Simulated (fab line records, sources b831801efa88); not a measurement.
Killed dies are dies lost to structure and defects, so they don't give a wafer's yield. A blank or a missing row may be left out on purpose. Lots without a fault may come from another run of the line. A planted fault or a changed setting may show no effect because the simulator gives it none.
A struck lot beside a sound one | flow sky130 | 15 steps out of a route of 708
Sound: wafers L865.1, L865.2, L865.6. Struck: wafers L871.1, L871.4, L871.5. The cause comes at the end.
At each step with rows: each side's tool, then ch and its chambers, then its first start. Under that, the readings that differ: sound wafers | struck wafers | difference of the means | sigmas: that difference in standard deviations of wafers without a fault.
alike: readings whose means differ by less than 2 such deviations, and words and numbers that are the same on both sides. not compared: withheld readings, readings that some wafer has no value for, bounds like >300 that may hide the same value, and numbers for which the record gives no deviation and whose values overlap.
The two part at a step that has a row with sigmas, a row that says differs or no value, or rows on one side only. Numbers that don't overlap but have no deviation are shown without sigmas and don't part them. A reading that every wafer of one side lacks parts them only if that side has two wafers or more.

first, 1 step without rows for these wafers: SKY_LDD_N_IMPLANT_15.
SKY_LDD_N_STRIP_16: strips in O2/N2.
  sound on plasma_asher-04 ch 0,1, day 19 19:40; struck on plasma_asher-02 ch 0,1, day 22 10:37
  alike: drypump_motor_current_A, oes_product_au, strip_time_to_endpoint_s
  not compared: rf_hours_counter_h
SKY_LDD_N_TW_MEAS_17:
  sound on film_metro-02, day 19 19:46; struck on film_metro-01, day 22 10:43
  alike: LDD_N_TW
then, 7 steps without rows for these wafers: SKY_LDD_P_DEHYDRATE_00 (time 60 s); SKY_LDD_P_HMDS_01 (prime time 60 s); SKY_LDD_P_COAT_02 (resist thk 1140 nm); SKY_LDD_P_SOFTBAKE_03 (time 60 s); SKY_LDD_P_EXPOSE_04 (exposes mask PSDM, target cd 380 nm); SKY_LDD_P_PEB_05; SKY_LDD_P_DEVELOP_06 (develop time 60 s).
SKY_LDD_P_CD_MEAS_07: target cd 380 nm.
  sound on cd_sem-01, day 21 02:02; struck on cd_sem-01, day 23 16:30
  reading    | sound             | struck            | difference | sigmas
  cd_nm (nm) | 377.8 376.0 378.6 | 383.0 382.7 382.6 | +5.3       | +2
SKY_LDD_P_OVL_MEAS_08:
  sound on overlay-01, day 21 02:10; struck on overlay-01, day 23 16:37
  alike: LDD_P_OVL
SKY_LDD_P_IMPLANT_09:
  sound on implanter-03 ch 0, day 21 02:11; struck on implanter-04 ch 0, day 23 16:40
  reading                   | sound                | struck               | difference | sigmas
  beam_energy_keV           | 25.019 25.001 25.018 | 25.896 25.877 25.891 | +0.875     | +99 or more
  model.implant.drp_nm (nm) | 11.41 11.41 11.41    | 11.7 11.7 11.7       | +0.3       |
SKY_LDD_P_STRIP_10: strips in O2/N2.
  sound on plasma_asher-01 ch 0,1, day 21 02:20; struck on plasma_asher-03 ch 0,1, day 23 16:49
  alike: drypump_motor_current_A, oes_product_au, strip_time_to_endpoint_s
  not compared: rf_hours_counter_h
then, 1 step without rows for these wafers: SKY_PAD_OPEN_PROBE_99.

WHERE THEY PART
First at SKY_LDD_P_CD_MEAS_07; last, within this record, at SKY_LDD_P_IMPLANT_09. Later steps at which nothing parts them and some readings are alike: SKY_LDD_P_STRIP_10.

WHY: what the simulator had put in
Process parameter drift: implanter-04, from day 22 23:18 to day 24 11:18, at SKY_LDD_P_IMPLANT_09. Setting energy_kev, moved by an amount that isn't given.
